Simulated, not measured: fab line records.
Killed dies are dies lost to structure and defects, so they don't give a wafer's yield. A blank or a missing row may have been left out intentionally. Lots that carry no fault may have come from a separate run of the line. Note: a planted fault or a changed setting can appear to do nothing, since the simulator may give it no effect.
fab line records    flow sky130
[record] lots = 24  wafers = 72  lastDay = 50
route steps=708 shown VT_ADJUST_NCORE@127 LI_CONTACT@381 VIA1@473 METAL2@484 VIA3@594 METAL5@666
lots that met no fault: taken from a fault-free run of the same line
startH: start of the lot's first displayed wafer, in hours after the record's first day    waitH: hours since the lot's step before    " as in the row above    L1.1+2: one row covering several wafers at once    - either no value or no given start    * or withheld: withheld    < > ~ a bound
route shown NAME@n: NAME is a module with steps in the file, n the number in the route of the first one    usual: mean/standard deviation of fault-free wafers    same: alike in all rows    chamber/n: place in a boat    sites: readings site by site    _std_site: standard deviation of those values    _edge_site: mean of outer sites minus mean of inner sites    radiusMm: how far each site lies from the wafer's centre    mask NAME#n: copy n    behind: tool/chamber where the wafer was last shaped    hold: the reason the lot was held/the length of the hold in hours/how it ended    device: names the non-switching transistor (n, p or np)    end of line: tests run on the same wafers once the route is complete    for a step that has no rows: nothing shown but its recipe    killed: dies lost to structure and defects at the first sort, not the wafer's yield    map: dies across one wafer; x = killed, . = not, _ = none there
set.NAME: the setting as run; set.NAME@STEP: as run at that earlier step    model.NAME: the simulator's own value behind a step, which no gauge read
steps of the route over a sample of lots; a table a step, a row a wafer
services: from which hour (startH, from the record's first day; less than 0 if before it) a tool's chamber was out of use, for how many hours, and why
[[steps]]
[step SKY_VT_ADJUST_NCORE_OVL_MEAS_08]
[usual] VT_ADJUST_NCORE_OVL = 0.5/1.6
lot.wafer  tool        chamber  startH  waitH  VT_ADJUST_NCORE_OVL[nm]
L074.1     overlay-01  -        175.85  0.1    1.8
L074.2     "           -        "       "      4.4
L074.4     "           -        "       "      2.8
L075.1     overlay-01  -        188.02  0.1    -0.9
L075.3     "           -        "       "      -3.0
L075.5     "           -        "       "      -1.5
L076.1     overlay-02  -        194.26  0.1    -0.4
L076.2     "           -        "       "      2.0
L076.6     "           -        "       "      0.7
L077.1     overlay-01  -        199.18  0.1    -1.6
L077.3     "           -        "       "      0.2
L077.6     "           -        "       "      -0.7
L078.1     overlay-01  -        213.53  0.1    -1.0
L078.4     "           -        "       "      -1.2
L078.5     "           -        "       "      -2.5
L079.1     overlay-01  -        239.71  0.1    1.8
L079.4     "           -        "       "      1.8
L079.6     "           -        "       "      1.7
L080.3     overlay-02  -        239.97  0.1    0.1
L080.4     "           -        "       "      1.0
L080.5     "           -        "       "      -0.9
L081.1     overlay-02  -        242.81  0.1    0.4
L081.4     "           -        "       "      -0.1
L081.5     "           -        "       "      -1.6
L082.2     overlay-02  -        264.41  0.1    -1.3
L082.4     "           -        "       "      -0.2
L082.5     "           -        "       "      0.3
L083.1     overlay-02  -        267.53  0.1    -0.3
L083.2     "           -        "       "      0.0
L083.4     "           -        "       "      1.4
L084.2     overlay-02  -        268.14  0.1    -0.5
L084.5     "           -        "       "      2.1
L084.6     "           -        "       "      -1.2
L086.1     overlay-01  -        291.93  0.1    2.0
L086.3     "           -        "       "      2.3
L086.5     "           -        "       "      1.4
L085.3     overlay-01  -        292.93  0.1    1.6
L085.4     "           -        "       "      0.5
L085.5     "           -        "       "      0.7
L087.2     overlay-01  -        299.64  0.1    0.4
L087.5     "           -        "       "      1.4
L087.6     "           -        "       "      1.4
L088.1     overlay-02  -        301.51  0.1    2.3
L088.2     "           -        "       "      1.3
L088.6     "           -        "       "      0.9
L090.3     overlay-02  -        308.48  0.1    -1.1
L090.4     "           -        "       "      -3.1
L090.5     "           -        "       "      -1.0
L089.1     overlay-01  -        309.13  0.1    3.1
L089.2     "           -        "       "      1.8
L089.4     "           -        "       "      0.2
L091.2     overlay-02  -        321.22  0.1    2.2
L091.3     "           -        "       "      2.9
L091.5     "           -        "       "      2.0
L092.2     overlay-01  -        321.31  0.1    -0.6
L092.3     "           -        "       "      -1.7
L092.4     "           -        "       "      -0.4
L093.3     overlay-02  -        326.01  0.1    -0.7
L093.4     "           -        "       "      -1.9
L093.6     "           -        "       "      -1.3
L094.2     overlay-02  -        328.27  0.1    -0.1
L094.3     "           -        "       "      1.5
L094.5     "           -        "       "      0.3
L096.4     overlay-02  -        337.38  0.1    -0.2
L096.5     "           -        "       "      3.7
L096.6     "           -        "       "      1.6
L095.2     overlay-01  -        338.54  0.1    1.3
L095.3     "           -        "       "      1.3
L095.5     "           -        "       "      -1.0
L097.1     overlay-02  -        350.13  0.1    0.8
L097.4     "           -        "       "      0.3
L097.5     "           -        "       "      2.0
[step SKY_LI_CONTACT_SPUTTER_19]
[recipe] material = Ti  targetThkNm = 20  chamberPressurePa = 5  powerW = 2500  substrateTempC = 200  timeS = 106.37
[usual] chamberPressurePa = 4.999/0.01  throttleValvePct = 30.1/0.94
[same] timeS = 106.37
lot.wafer  tool           chamber  startH  waitH  chamberPressurePa  throttleValvePct
L075.1     pvdSputter-02  -        687.18  0.0    4.999              30.9
L075.3     "              -        "       "      5.009              30.9
L075.5     "              -        "       "      5.004              30.6
L074.1     pvdSputter-02  -        688.61  0.0    5.012              29.9
L074.2     "              -        "       "      4.976              28.9
L074.4     "              -        "       "      5.005              31.3
L076.1     pvdSputter-02  -        696.87  0.0    5.009              29.0
L076.2     "              -        "       "      5.000              30.1
L076.6     "              -        "       "      5.010              30.8
L077.1     pvdSputter-03  -        698.36  0.0    4.981              29.3
L077.3     "              -        "       "      5.007              28.6
L077.6     "              -        "       "      4.991              29.2
L078.1     pvdSputter-02  -        707.40  0.0    4.995              29.0
L078.4     "              -        "       "      5.012              31.0
L078.5     "              -        "       "      5.006              31.1
L079.1     pvdSputter-03  -        746.96  0.0    4.997              28.4
L079.4     "              -        "       "      4.997              29.4
L079.6     "              -        "       "      4.976              29.0
L081.1     pvdSputter-02  -        748.86  0.0    4.997              30.0
L081.4     "              -        "       "      5.005              30.1
L081.5     "              -        "       "      4.984              30.8
L080.3     pvdSputter-02  -        751.12  0.0    4.994              31.2
L080.4     "              -        "       "      4.971              30.2
L080.5     "              -        "       "      4.998              29.0
L084.2     pvdSputter-03  -        780.85  0.0    4.989              29.0
L084.5     "              -        "       "      5.002              29.8
L084.6     "              -        "       "      4.990              29.4
L083.1     pvdSputter-04  -        782.37  0.0    5.001              31.2
L083.2     "              -        "       "      4.996              31.2
L083.4     "              -        "       "      5.005              30.2
L082.2     pvdSputter-02  -        784.76  0.0    4.993              30.2
L082.4     "              -        "       "      5.009              29.0
L082.5     "              -        "       "      5.013              29.1
L086.1     pvdSputter-04  -        798.69  0.0    5.001              30.4
L086.3     "              -        "       "      4.972              30.6
L086.5     "              -        "       "      4.991              30.4
L085.3     pvdSputter-03  -        807.57  0.0    4.992              29.6
L085.4     "              -        "       "      4.999              28.4
L085.5     "              -        "       "      5.016              31.3
L087.2     pvdSputter-02  -        809.31  0.0    5.012              31.0
L087.5     "              -        "       "      5.013              31.0
L087.6     "              -        "       "      4.990              29.8
L088.1     pvdSputter-03  -        814.75  0.0    4.993              28.6
L088.2     "              -        "       "      5.007              29.0
L088.6     "              -        "       "      4.991              31.0
L090.3     pvdSputter-03  -        819.72  0.0    4.996              29.4
L090.4     "              -        "       "      5.010              30.8
L090.5     "              -        "       "      5.003              29.2
L089.1     pvdSputter-03  -        822.01  0.0    5.009              31.1
L089.2     "              -        "       "      5.003              28.5
L089.4     "              -        "       "      5.001              29.1
L092.2     pvdSputter-02  -        828.35  0.0    5.001              31.3
L092.3     "              -        "       "      5.010              30.8
L092.4     "              -        "       "      5.012              30.0
L091.2     pvdSputter-03  -        830.40  0.0    4.996              31.1
L091.3     "              -        "       "      5.009              29.7
L091.5     "              -        "       "      5.006              28.6
L094.2     pvdSputter-04  -        838.43  0.0    4.998              30.2
L094.3     "              -        "       "      4.990              30.9
L094.5     "              -        "       "      4.994              31.3
L093.3     pvdSputter-04  -        841.96  0.0    4.998              30.6
L093.4     "              -        "       "      4.978              31.1
L093.6     "              -        "       "      4.993              30.7
L096.4     pvdSputter-03  -        846.71  0.0    4.996              29.4
L096.5     "              -        "       "      4.991              28.5
L096.6     "              -        "       "      5.002              29.0
L095.2     pvdSputter-04  -        848.62  0.0    4.985              30.3
L095.3     "              -        "       "      5.002              31.3
L095.5     "              -        "       "      4.990              31.3
L097.1     pvdSputter-02  -        857.68  0.0    4.985              31.1
L097.4     "              -        "       "      4.997              29.1
L097.5     "              -        "       "      5.009              30.2
[step SKY_VIA1_ETCH_15]
[recipe] target = SiO2  chemistry = C4F8/O2/Ar  targetDepthNm = 351  stopOn = TiN  maskMaterial = KrF-thick  sourceW = 1500  biasW = 1200  pressureMtorr = 40  c4f8FlowSccm = withheld  O2_flow_sccm = 6  Ar_flow_sccm = 300  timeS = 54
[usual] oesProductAu = 0.982/0.005
[same] timeS = 54
lot.wafer  tool        chamber  startH  waitH  oesProductAu  rfHoursCounterH
L075.1     rieDiel-01  3        802.02  0.0    0.985         4
L075.3     "           2        "       "      0.978         11
L075.5     "           0        "       "      0.986         -
L074.1     rieDiel-04  2        802.67  0.0    0.979         6
L074.2     "           1        "       "      0.989         5
L074.4     "           0        "       "      0.977         17
L076.1     rieDiel-02  1        812.83  0.0    0.987         9
L076.2     "           2        "       "      0.989         8
L076.6     "           0        "       "      0.977         -
L077.1     rieDiel-04  1        814.72  0.0    0.986         5
L077.3     "           3        "       "      0.982         8
L077.6     "           1        "       "      0.979         -
L078.1     rieDiel-01  3        821.22  0.0    0.978         4
L078.4     "           1        "       "      0.976         4
L078.5     "           1        "       "      0.988         -
L079.1     rieDiel-02  0        858.78  0.0    0.982         2
L079.4     "           2        "       "      0.984         10
L079.6     "           3        "       "      0.981         -
L081.1     rieDiel-02  3        860.98  0.0    0.979         18
L081.4     "           1        "       "      0.975         11
L081.5     "           0        "       "      0.988         -
L080.3     rieDiel-04  0        863.53  0.0    0.972         19
L080.4     "           1        "       "      0.971         7
L080.5     "           0        "       "      0.978         -
L084.2     rieDiel-02  2        892.17  0.0    0.984         12
L084.5     "           0        "       "      0.985         -
L084.6     "           1        "       "      0.994         -
L083.1     rieDiel-04  3        894.07  0.0    0.981         11
L083.2     "           0        "       "      0.978         20
L083.4     "           1        "       "      0.982         8
L082.2     rieDiel-02  3        896.84  0.0    0.988         20
L082.4     "           1        "       "      0.983         12
L082.5     "           1        "       "      0.983         -
L086.1     rieDiel-02  0        909.67  0.0    0.978         4
L086.3     "           2        "       "      0.984         12
L086.5     "           3        "       "      0.985         -
L085.3     rieDiel-02  0        916.59  0.0    0.983         4
L085.4     "           3        "       "      0.985         20
L085.5     "           3        "       "      0.983         -
L087.2     rieDiel-01  0        919.39  0.0    0.982         12
L087.5     "           2        "       "      0.980         -
L087.6     "           3        "       "      0.974         -
L088.1     rieDiel-04  3        924.63  0.0    0.991         11
L088.2     "           0        "       "      0.979         21
L088.6     "           3        "       "      0.972         -
L090.3     rieDiel-01  1        929.56  0.0    0.977         6
L090.4     "           0        "       "      0.979         -
L090.5     "           1        "       "      0.986         -
L089.1     rieDiel-04  0        932.27  0.0    0.973         21
L089.2     "           2        "       "      0.981         10
L089.4     "           3        "       "      0.985         11
L092.2     rieDiel-04  2        937.39  0.0    0.977         10
L092.3     "           3        "       "      0.979         11
L092.4     "           1        "       "      0.978         9
L091.2     rieDiel-02  1        941.03  0.0    0.989         13
L091.3     "           0        "       "      0.979         4
L091.5     "           3        "       "      0.979         -
L094.2     rieDiel-02  3        947.74  0.0    0.984         21
L094.3     "           0        "       "      0.991         5
L094.5     "           3        "       "      0.984         -
L093.3     rieDiel-04  1        950.54  0.0    0.984         10
L093.4     "           3        "       "      0.989         12
L093.6     "           2        "       "      0.983         -
L096.4     rieDiel-02  0        954.42  0.0    0.986         5
L096.5     "           1        "       "      0.979         -
L096.6     "           2        "       "      0.983         -
L095.2     rieDiel-01  2        958.02  0.0    0.984         15
L095.3     "           0        "       "      0.977         14
L095.5     "           1        "       "      0.985         -
L097.1     rieDiel-04  3        963.48  0.0    0.976         12
L097.4     "           2        "       "      0.978         10
L097.5     "           1        "       "      0.977         -
[step SKY_METAL2_SPUTTER_01]
[recipe] material = TiN  targetThkNm = 20  powerW = 6500  timeS = 16.7  chamberPressurePa = 0.4
[usual] chamberPressurePa = 0.4000/0.00082  throttleValvePct = 30.1/0.78
[same] timeS = 16.7
lot.wafer  tool           chamber  startH  waitH  chamberPressurePa  throttleValvePct
L075.1     pvdSputter-02  -        803.31  0.0    0.4006             30.2
L075.3     "              -        "       "      0.4002             31.1
L075.5     "              -        "       "      0.3990             28.9
L074.1     pvdSputter-02  -        803.96  0.0    0.3999             31.0
L074.2     "              -        "       "      0.4011             30.8
L074.4     "              -        "       "      0.4008             28.9
L076.1     pvdSputter-01  -        814.13  0.0    0.3997             28.6
L076.2     "              -        "       "      0.3994             29.6
L076.6     "              -        "       "      0.4000             30.3
L077.1     pvdSputter-02  -        816.05  0.0    0.3998             30.2
L077.3     "              -        "       "      0.4004             29.0
L077.6     "              -        "       "      0.3991             28.9
L078.1     pvdSputter-02  -        822.52  0.0    0.3993             28.9
L078.4     "              -        "       "      0.3995             30.7
L078.5     "              -        "       "      0.4005             30.9
L079.1     pvdSputter-02  -        860.12  0.0    0.4005             31.1
L079.4     "              -        "       "      0.3997             31.2
L079.6     "              -        "       "      0.4008             30.3
L081.1     pvdSputter-01  -        862.34  0.0    0.4009             28.8
L081.4     "              -        "       "      0.4006             30.5
L081.5     "              -        "       "      0.4005             28.8
L080.3     pvdSputter-01  -        864.86  0.0    0.3995             29.0
L080.4     "              -        "       "      0.4009             29.6
L080.5     "              -        "       "      0.4003             28.9
L084.2     pvdSputter-01  -        893.46  0.0    0.4006             29.7
L084.5     "              -        "       "      0.4007             30.0
L084.6     "              -        "       "      0.3996             29.1
L083.1     pvdSputter-04  -        895.37  0.0    0.4002             30.9
L083.2     "              -        "       "      0.4003             31.3
L083.4     "              -        "       "      0.3996             30.3
L082.2     pvdSputter-02  -        898.21  0.0    0.4006             29.0
L082.4     "              -        "       "      0.4004             30.9
L082.5     "              -        "       "      0.3994             29.0
L086.1     pvdSputter-02  -        910.97  0.0    0.4003             29.1
L086.3     "              -        "       "      0.3995             30.8
L086.5     "              -        "       "      0.4000             30.7
L085.3     pvdSputter-01  -        917.89  0.0    0.4002             29.8
L085.4     "              -        "       "      0.4004             28.8
L085.5     "              -        "       "      0.3999             29.1
L087.2     pvdSputter-02  -        920.69  0.0    0.4009             28.9
L087.5     "              -        "       "      0.4012             29.0
L087.6     "              -        "       "      0.4013             31.0
L088.1     pvdSputter-02  -        925.92  0.0    0.3994             30.1
L088.2     "              -        "       "      0.4006             28.9
L088.6     "              -        "       "      0.3998             31.1
L090.3     pvdSputter-01  -        930.90  0.0    0.4000             29.0
L090.4     "              -        "       "      0.4014             29.5
L090.5     "              -        "       "      0.4002             28.9
L089.1     pvdSputter-04  -        933.59  0.0    0.3999             30.4
L089.2     "              -        "       "      0.3989             30.8
L089.4     "              -        "       "      0.3988             31.5
L092.2     pvdSputter-01  -        938.77  0.0    0.4003             28.9
L092.3     "              -        "       "      0.3998             29.8
L092.4     "              -        "       "      0.3998             29.5
L091.2     pvdSputter-04  -        942.36  0.0    0.4002             30.9
L091.3     "              -        "       "      0.4011             31.3
L091.5     "              -        "       "      0.4013             31.4
L094.2     pvdSputter-01  -        949.18  0.0    0.3991             29.0
L094.3     "              -        "       "      0.3986             29.7
L094.5     "              -        "       "      0.3992             28.9
L093.3     pvdSputter-01  -        952.59  0.0    0.3987             30.1
L093.4     "              -        "       "      0.3981             30.5
L093.6     "              -        "       "      0.3989             30.4
L096.4     pvdSputter-01  -        955.76  0.0    0.3972             30.4
L096.5     "              -        "       "      0.4000             29.9
L096.6     "              -        "       "      0.4008             29.9
L095.2     pvdSputter-04  -        959.78  0.0    0.4006             31.2
L095.3     "              -        "       "      0.3993             30.4
L095.5     "              -        "       "      0.4011             31.2
L097.1     pvdSputter-02  -        964.81  0.0    0.3989             30.1
L097.4     "              -        "       "      0.3997             29.1
L097.5     "              -        "       "      0.4007             31.0
[step SKY_VIA3_CVD_21]
[recipe] material = W  targetThkNm = 390  timeS = 117.31  tempC = 400  pressureTorr = 40
[usual] heaterPowerW = 799/65
[same] timeS = 117.31
lot.wafer  tool     chamber  startH   waitH  heaterPowerW
L075.1     cvdW-02  0        940.21   0.0    763
L075.3     "        0        "        "      783
L075.5     "        0        "        "      776
L074.1     cvdW-02  0        941.27   0.0    765
L074.2     "        1        "        "      786
L074.4     "        0        "        "      770
L076.1     cvdW-01  0        950.16   0.0    735
L076.2     "        1        "        "      947
L076.6     "        0        "        "      767
L077.1     cvdW-02  0        952.60   0.0    793
L077.3     "        0        "        "      775
L077.6     "        1        "        "      762
L078.1     cvdW-01  1        958.04   0.0    920
L078.4     "        0        "        "      747
L078.5     "        0        "        "      759
L079.1     cvdW-01  0        991.62   0.0    764
L079.4     "        1        "        "      906
L079.6     "        1        "        "      927
L081.1     cvdW-02  1        993.12   0.0    766
L081.4     "        1        "        "      784
L081.5     "        1        "        "      776
L080.3     cvdW-02  0        996.77   0.1    789
L080.4     "        1        "        "      757
L080.5     "        1        "        "      781
L084.2     cvdW-01  1        1021.64  0.0    957
L084.5     "        1        "        "      941
L084.6     "        0        "        "      750
L083.1     cvdW-01  0        1022.32  0.0    766
L083.2     "        1        "        "      906
L083.4     "        1        "        "      953
L082.2     cvdW-01  0        1025.18  0.0    745
L082.4     "        0        "        "      754
L082.5     "        0        "        "      766
L086.1     cvdW-01  0        1035.86  0.0    769
L086.3     "        1        "        "      908
L086.5     "        1        "        "      920
L085.3     cvdW-02  1        1042.81  0.1    763
L085.4     "        0        "        "      788
L085.5     "        1        "        "      767
L087.2     cvdW-02  0        1047.94  0.0    777
L087.5     "        0        "        "      775
L087.6     "        1        "        "      759
L088.1     cvdW-02  1        1050.18  0.0    761
L088.2     "        0        "        "      794
L088.6     "        1        "        "      747
L090.3     cvdW-02  1        1055.79  0.1    785
L090.4     "        0        "        "      772
L090.5     "        0        "        "      761
L089.1     cvdW-02  0        1058.53  0.0    777
L089.2     "        1        "        "      765
L089.4     "        0        "        "      751
L092.2     cvdW-02  0        1060.11  0.0    779
L092.3     "        1        "        "      754
L092.4     "        0        "        "      772
L091.2     cvdW-02  0        1065.45  0.0    774
L091.3     "        0        "        "      782
L091.5     "        0        "        "      805
L094.2     cvdW-01  1        1069.50  0.0    904
L094.3     "        1        "        "      927
L094.5     "        1        "        "      932
L093.3     cvdW-02  1        1073.41  0.1    786
L093.4     "        0        "        "      774
L093.6     "        0        "        "      778
L096.4     cvdW-02  1        1076.04  0.1    770
L096.5     "        1        "        "      769
L096.6     "        0        "        "      765
L095.2     cvdW-02  0        1079.67  0.0    794
L095.3     "        0        "        "      774
L095.5     "        0        "        "      783
L097.1     cvdW-01  1        1084.88  0.0    962
L097.4     "        0        "        "      783
L097.5     "        1        "        "      935
[step SKY_METAL5_RS_MEAS_05]
[recipe] thkMeasGauge = four-point-probe  reads = TiN_of_METAL5_SPUTTER_04+Ti_of_METAL5_SPUTTER_03+AlCu_of_METAL5_SPUTTER_02+TiN_of_METAL5_SPUTTER_01+Ti_of_METAL5_SPUTTER_00
[usual] METAL5_ALCU_RS = 0.0272/0.00031
lot.wafer  tool          chamber  startH   waitH  METAL5_ALCU_RS[ohm/sq]
L075.1     filmMetro-02  -        1015.17  0.0    0.0270
L075.3     "             -        "        "      0.0269
L075.5     "             -        "        "      0.0268
L074.1     filmMetro-04  -        1016.49  0.0    0.0274
L074.2     "             -        "        "      0.0271
L074.4     "             -        "        "      0.0272
L076.1     filmMetro-04  -        1024.73  0.0    0.0270
L076.2     "             -        "        "      0.0265
L076.6     "             -        "        "      0.0268
L077.1     filmMetro-04  -        1027.93  0.0    0.0271
L077.3     "             -        "        "      0.0273
L077.6     "             -        "        "      0.0274
L078.1     filmMetro-04  -        1033.55  0.0    0.0266
L078.4     "             -        "        "      0.0267
L078.5     "             -        "        "      0.0265
L079.1     filmMetro-04  -        1064.01  0.0    0.0269
L079.4     "             -        "        "      0.0270
L079.6     "             -        "        "      0.0271
L081.1     filmMetro-04  -        1065.61  0.0    0.0272
L081.4     "             -        "        "      0.0272
L081.5     "             -        "        "      0.0271
L080.3     filmMetro-04  -        1068.68  0.1    0.0274
L080.4     "             -        "        "      0.0273
L080.5     "             -        "        "      0.0276
L084.2     filmMetro-01  -        1090.48  0.0    0.0269
L084.5     "             -        "        "      0.0269
L084.6     "             -        "        "      0.0268
L083.1     filmMetro-01  -        1092.02  0.0    0.0268
L083.2     "             -        "        "      0.0266
L083.4     "             -        "        "      0.0269
L082.2     filmMetro-02  -        1095.00  0.0    0.0272
L082.4     "             -        "        "      0.0274
L082.5     "             -        "        "      0.0274
L086.1     filmMetro-04  -        1105.11  0.0    0.0273
L086.3     "             -        "        "      0.0274
L086.5     "             -        "        "      0.0275
L085.3     filmMetro-01  -        1111.04  0.1    0.0268
L085.4     "             -        "        "      0.0269
L085.5     "             -        "        "      0.0272
L087.2     filmMetro-02  -        1114.60  0.0    0.0273
L087.5     "             -        "        "      0.0270
L087.6     "             -        "        "      0.0269
L088.1     filmMetro-02  -        1118.00  0.0    0.0274
L088.2     "             -        "        "      0.0275
L088.6     "             -        "        "      0.0274
L090.3     filmMetro-02  -        1122.40  0.1    0.0272
L090.4     "             -        "        "      0.0271
L090.5     "             -        "        "      0.0271
L089.1     filmMetro-01  -        1124.66  0.0    0.0271
L089.2     "             -        "        "      0.0270
L089.4     "             -        "        "      0.0269
L092.2     filmMetro-04  -        1126.58  0.0    0.0273
L092.3     "             -        "        "      0.0273
L092.4     "             -        "        "      0.0273
L091.2     filmMetro-01  -        1131.61  0.0    0.0269
L091.3     "             -        "        "      0.0269
L091.5     "             -        "        "      0.0267
L094.2     filmMetro-02  -        1135.40  0.0    0.0271
L094.3     "             -        "        "      0.0273
L094.5     "             -        "        "      0.0273
L093.3     filmMetro-04  -        1137.75  0.1    0.0269
L093.4     "             -        "        "      0.0269
L093.6     "             -        "        "      0.0272
L096.4     filmMetro-04  -        1142.57  0.1    0.0279
L096.5     "             -        "        "      0.0278
L096.6     "             -        "        "      0.0278
L095.2     filmMetro-02  -        1144.42  0.0    0.0278
L095.3     "             -        "        "      0.0277
L095.5     "             -        "        "      0.0280
L097.1     filmMetro-01  -        1149.93  0.0    0.0269
L097.4     "             -        "        "      0.0271
L097.5     "             -        "        "      0.0272
[[services]]
tool           chamber  startH   hours  kind
pvdSputter-04  -        680.16   10.8   repair
pvdSputter-02  -        682.68   0.7    repair
cvdW-01        1        700.12   15.2   repair
rieDiel-02     -        706.38   3.3    repair
cvdW-01        -        724.68   0.9    repair
rieDiel-02     0        729.74   1.8    repair
cvdW-02        1        733.72   6.7    repair
rieDiel-02     -        735.44   2.8    pm
rieDiel-02     0        740.23   40.9   repair
pvdSputter-01  -        791.03   4.0    repair
pvdSputter-02  -        830.20   2.3    repair
cvdW-02        -        835.10   4.3    pm
pvdSputter-01  -        897.33   13.1   repair
pvdSputter-01  -        910.19   7.6    repair
rieDiel-02     -        917.93   14.6   pm
rieDiel-02     -        938.85   0.2    repair
pvdSputter-02  -        940.01   12.7   repair
cvdW-02        -        960.80   11.5   repair
rieDiel-02     2        1007.17  10.1   repair
rieDiel-02     1        1012.88  3.3    repair
cvdW-02        -        1018.47  6.9    pm
pvdSputter-02  -        1042.24  1.9    repair
pvdSputter-02  -        1064.61  13.9   repair
cvdW-02        0        1069.25  2.2    repair
[[key]]
fault none
